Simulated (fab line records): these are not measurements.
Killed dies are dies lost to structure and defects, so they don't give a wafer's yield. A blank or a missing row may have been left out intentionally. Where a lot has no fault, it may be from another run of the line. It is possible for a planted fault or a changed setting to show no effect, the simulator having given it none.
Which tool was responsible? / flow sky130 / Sampling: 14 lots, 42 wafers, 5 of 708 route steps

## WHAT THE GAUGES SHOWED, per wafer
SKY_LDD_HVP_OVL_MEAS_07. Usual: LDD_HVP_OVL 0.7 nm, standard deviation 1.5.
lot=L843; measured=day 21 19:13; on=overlay-02; LDD_HVP_OVL (nm)=0.9 2.3 0.2; flag=
lot=L844; measured=day 22 08:05; on=overlay-02; LDD_HVP_OVL (nm)=3.8 2.5 1.9; flag=
lot=L845; measured=day 22 09:10; on=overlay-01; LDD_HVP_OVL (nm)=-0.4 1.5 0.2; flag=
lot=L848; measured=day 23 21:02; on=overlay-02; LDD_HVP_OVL (nm)=0.5 1.6 1.9; flag=
lot=L849; measured=day 23 21:14; on=overlay-01; LDD_HVP_OVL (nm)=1.6 1.5 1.2; flag=
lot=L850; measured=day 24 13:59; on=overlay-02; LDD_HVP_OVL (nm)=-0.1 -2.3 -3.5; flag=
lot=L851; measured=day 25 06:53; on=overlay-01; LDD_HVP_OVL (nm)=0.6 -0.8 0.4; flag=
lot=L852; measured=day 25 09:24; on=overlay-02; LDD_HVP_OVL (nm)=0.8 0.8 1.6; flag=
lot=L853; measured=day 25 12:50; on=overlay-02; LDD_HVP_OVL (nm)=45.8 45.4 44.2 45.4 45.0 44.0; flag=OFF
lot=L857; measured=day 26 23:41; on=overlay-01; LDD_HVP_OVL (nm)=43.1 40.6 41.2 43.0 41.0 41.4; flag=OFF
lot=L858; measured=day 27 04:22; on=overlay-02; LDD_HVP_OVL (nm)=42.5 42.6 42.1 42.6 43.0 42.1; flag=OFF
lot=L864; measured=day 29 02:11; on=overlay-02; LDD_HVP_OVL (nm)=-0.5 -0.3 -0.4; flag=
lot=L865; measured=day 29 15:20; on=overlay-01; LDD_HVP_OVL (nm)=3.0 2.5 3.4; flag=
lot=L866; measured=day 29 18:25; on=overlay-02; LDD_HVP_OVL (nm)=1.9 2.0 0.4; flag=

SKY_POLY_CUT_OVL_MEAS_09. Usual: POLY_CUT_OVL 0 nm, standard deviation 5.8.
lot=L843; measured=day 24 11:20; on=overlay-02; POLY_CUT_OVL (nm)=7 4 3; flag=
lot=L844; measured=day 24 21:36; on=overlay-02; POLY_CUT_OVL (nm)=-2 -5 1; flag=
lot=L845; measured=day 25 00:19; on=overlay-02; POLY_CUT_OVL (nm)=-1 -7 -6; flag=
lot=L848; measured=day 26 10:29; on=overlay-02; POLY_CUT_OVL (nm)=5 1 -5; flag=
lot=L849; measured=day 26 11:58; on=overlay-01; POLY_CUT_OVL (nm)=9 9 7; flag=
lot=L850; measured=day 27 07:10; on=overlay-02; POLY_CUT_OVL (nm)=-2 -2 -6; flag=
lot=L851; measured=day 27 22:11; on=overlay-01; POLY_CUT_OVL (nm)=8 4 11; flag=
lot=L852; measured=day 27 22:58; on=overlay-02; POLY_CUT_OVL (nm)=-5 -8 -2; flag=
lot=L853; measured=day 28 03:08; on=overlay-01; POLY_CUT_OVL (nm)=-5 -8 -3; flag=
lot=L857; measured=day 29 12:28; on=overlay-02; POLY_CUT_OVL (nm)=-8 -11 -13; flag=
lot=L858; measured=day 29 16:49; on=overlay-01; POLY_CUT_OVL (nm)=2 2 4; flag=
lot=L864; measured=day 31 12:20; on=overlay-01; POLY_CUT_OVL (nm)=-1 -1 3; flag=
lot=L865; measured=day 32 02:10; on=overlay-02; POLY_CUT_OVL (nm)=2 5 0; flag=
lot=L866; measured=day 32 04:43; on=overlay-02; POLY_CUT_OVL (nm)=4 0 -1; flag=

SKY_SD_P_OVL_MEAS_08. Usual: SD_P_OVL 0.3 nm, standard deviation 1.2.
lot=L843; measured=day 25 17:39; on=overlay-01; SD_P_OVL (nm)=0.8 -0.2 0.4; flag=
lot=L844; measured=day 26 02:54; on=overlay-01; SD_P_OVL (nm)=2.2 1.7 1.4; flag=
lot=L845; measured=day 26 05:38; on=overlay-02; SD_P_OVL (nm)=0.5 -0.8 0.3; flag=
lot=L848; measured=day 27 16:17; on=overlay-01; SD_P_OVL (nm)=-0.7 -2.1 -1.0; flag=
lot=L849; measured=day 27 17:28; on=overlay-02; SD_P_OVL (nm)=-2.1 -0.5 0.1; flag=
lot=L850; measured=day 28 12:12; on=overlay-02; SD_P_OVL (nm)=-0.2 -1.5 -1.4; flag=
lot=L851; measured=day 29 03:24; on=overlay-01; SD_P_OVL (nm)=0.2 0.8 0.8; flag=
lot=L852; measured=day 29 03:56; on=overlay-01; SD_P_OVL (nm)=-0.7 -0.2 -0.4; flag=
lot=L853; measured=day 29 07:38; on=overlay-02; SD_P_OVL (nm)=0.4 -0.2 0.4; flag=
lot=L857; measured=day 30 16:56; on=overlay-02; SD_P_OVL (nm)=2.4 2.2 1.5; flag=
lot=L858; measured=day 30 21:38; on=overlay-02; SD_P_OVL (nm)=1.2 1.6 1.6; flag=
lot=L864; measured=day 32 16:37; on=overlay-01; SD_P_OVL (nm)=-1.5 -1.3 -0.8; flag=
lot=L865; measured=day 33 05:12; on=overlay-01; SD_P_OVL (nm)=1.0 -0.7 1.4; flag=
lot=L866; measured=day 33 07:05; on=overlay-01; SD_P_OVL (nm)=2.5 3.3 1.4; flag=

SKY_RES_XHIGH_TW_MEAS_09. Usual: RES_XHIGH_TW 1634, standard deviation 24.
lot=L843; measured=day 27 00:07; on=filmMetro-01; RES_XHIGH_TW=1658 1657 1656; flag=
lot=L844; measured=day 27 08:37; on=filmMetro-01; RES_XHIGH_TW=1658 1652 1657; flag=
lot=L845; measured=day 27 11:55; on=filmMetro-01; RES_XHIGH_TW=1659 1661 1662; flag=
lot=L848; measured=day 28 21:40; on=filmMetro-01; RES_XHIGH_TW=1660 1658 1656; flag=
lot=L849; measured=day 28 23:01; on=filmMetro-03; RES_XHIGH_TW=1614 1601 1603; flag=
lot=L850; measured=day 29 17:26; on=filmMetro-02; RES_XHIGH_TW=1651 1652 1658; flag=
lot=L851; measured=day 30 08:16; on=filmMetro-02; RES_XHIGH_TW=1653 1654 1656; flag=
lot=L852; measured=day 30 08:35; on=filmMetro-01; RES_XHIGH_TW=1649 1657 1654; flag=
lot=L853; measured=day 30 12:24; on=filmMetro-03; RES_XHIGH_TW=1603 1614 1603; flag=
lot=L857; measured=day 31 20:32; on=filmMetro-02; RES_XHIGH_TW=1647 1654 1652; flag=
lot=L858; measured=day 32 01:55; on=filmMetro-02; RES_XHIGH_TW=1652 1644 1662; flag=
lot=L864; measured=day 33 19:22; on=filmMetro-02; RES_XHIGH_TW=1642 1647 1636; flag=
lot=L865; measured=day 34 07:56; on=filmMetro-03; RES_XHIGH_TW=1620 1616 1618; flag=
lot=L866; measured=day 34 10:44; on=filmMetro-03; RES_XHIGH_TW=1629 1621 1613; flag=

## EACH LOT AND THE TOOL THAT RAN IT (in order: tool; ch and the chambers of the sampled wafers; start)
lot=L843; SKY_LDD_HVP_EXPOSE_04=ilineStepper-02 ch 0, day 21 03:52
lot=L844; SKY_LDD_HVP_EXPOSE_04=ilineStepper-02 ch 0, day 21 17:02
lot=L845; SKY_LDD_HVP_EXPOSE_04=ilineStepper-02 ch 0, day 21 17:37
lot=L848; SKY_LDD_HVP_EXPOSE_04=ilineStepper-02 ch 0, day 23 06:09
lot=L849; SKY_LDD_HVP_EXPOSE_04=ilineStepper-02 ch 0, day 23 06:13
lot=L850; SKY_LDD_HVP_EXPOSE_04=ilineStepper-01 ch 0, day 23 23:13
lot=L851; SKY_LDD_HVP_EXPOSE_04=ilineStepper-01 ch 0, day 24 16:38
lot=L852; SKY_LDD_HVP_EXPOSE_04=ilineStepper-02 ch 0, day 24 18:25
lot=L853; SKY_LDD_HVP_EXPOSE_04=ilineStepper-01 ch 0, day 24 21:52
lot=L857; SKY_LDD_HVP_EXPOSE_04=ilineStepper-01 ch 0, day 26 08:22
lot=L858; SKY_LDD_HVP_EXPOSE_04=ilineStepper-01 ch 0, day 26 14:08
lot=L864; SKY_LDD_HVP_EXPOSE_04=ilineStepper-02 ch 0, day 28 11:54
lot=L865; SKY_LDD_HVP_EXPOSE_04=ilineStepper-02 ch 0, day 29 01:40
lot=L866; SKY_LDD_HVP_EXPOSE_04=ilineStepper-02 ch 0, day 29 04:40
- SKY_LDD_HVP_EXPOSE_04: exposes mask HVPTM, target cd 700 nm.

## WHAT THE TOOLS THEMSELVES READ (means of the sampled wafers that have a number; where no wafer has one, the mark that the record gives instead)
The record holds no such reading with a usual standard deviation.

## THE ANSWER, worked out from the rows above alone
Rule: a lot counts as off when the mean over its wafers that have a number is more than 3 standard deviations away from the usual mean. A lot without any number at a reading at which 4 lots or more have one is off too. All remaining lots with rows at the step are treated as sound. The gauges are gone through in route order, then the tools' own readings, and for those a lot's mean is taken as printed above. At the first step where some lot is off, the reading lying furthest off is the one used; lots without a number count as furthest.
Off: L853, L857, L858, seen at SKY_LDD_HVP_OVL_MEAS_07 (LDD_HVP_OVL).
If a tool, at a process step before that reading, ran all the lots that are off and no sound lot after the first of them, it fits. The gauges at SKY_LDD_HVP_OVL_MEAS_07 are tried like those tools. One candidate fits, namely ilineStepper-01 at SKY_LDD_HVP_EXPOSE_04. Its last sound lot is L851 (day 24 16:38), its first lot that is off L853 (day 24 21:52): a fault that began between those two fits.

## WHAT WAS PUT IN BY THE SIMULATOR
Scanner matching overlay: ilineStepper-01, from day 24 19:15 on, at SKY_LDD_HVP_EXPOSE_04. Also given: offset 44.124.
Struck lots among those shown: L853, L857, L858. The rule above found the same.
